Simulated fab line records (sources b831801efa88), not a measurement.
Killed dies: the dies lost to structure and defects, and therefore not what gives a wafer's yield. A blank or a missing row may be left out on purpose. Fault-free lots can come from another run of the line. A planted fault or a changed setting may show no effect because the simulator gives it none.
Chamber matching    flow gf180mcu    GF_V2_CVD_02 on pecvd-04: 3 sister chambers
The step deposits SiO2 from TEOS, target thk 850 nm, time 94.851 s. 3 wafers are shown with their chamber, then 10 later ones without.

== EACH WAFER AND ITS CHAMBER ==
wafer   chamber  heater-power-w (W)
L085.5  1        386
L087.1  0        535
L087.5  2        603

== WAFERS WITH NO CHAMBER GIVEN ==
wafer   heater-power-w (W)
L087.6  389
L088.1  411
L088.2  531
L088.4  644
L089.2  411
L089.3  502
L089.6  540
L090.2  486
L090.4  530
L090.5  389

== WHICH CHAMBER EACH ONE RAN IN ==
wafer    from the rows above       in truth
L087.6   1                         1
L088.1   1                         1
L088.2   0                         0
L088.4   2                         2
L089.2   1                         1
L089.3   0                         0
L089.6   0                         0
L090.2   can't be placed: 0 or 1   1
L090.4   0                         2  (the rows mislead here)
L090.5   1                         1
Placed correctly: 8 of 10. Can't be placed from these rows: 1 (the true chamber is among the candidates in 1). Wrongly placed: 1.
How it was worked out, from the rows above alone: a wafer's distance from a chamber is the root of the sum, over the readings, of the square of ((its reading less the chamber's mean) divided by the reading's scatter). The wafer belongs to the nearest chamber; if the next one is less than 2 further off, it can't be placed. A chamber's mean is the mean of its shown wafers. The scatter: with one shown wafer a chamber, the root of the mean of the squares of how far each hidden wafer lies from its nearest shown one.
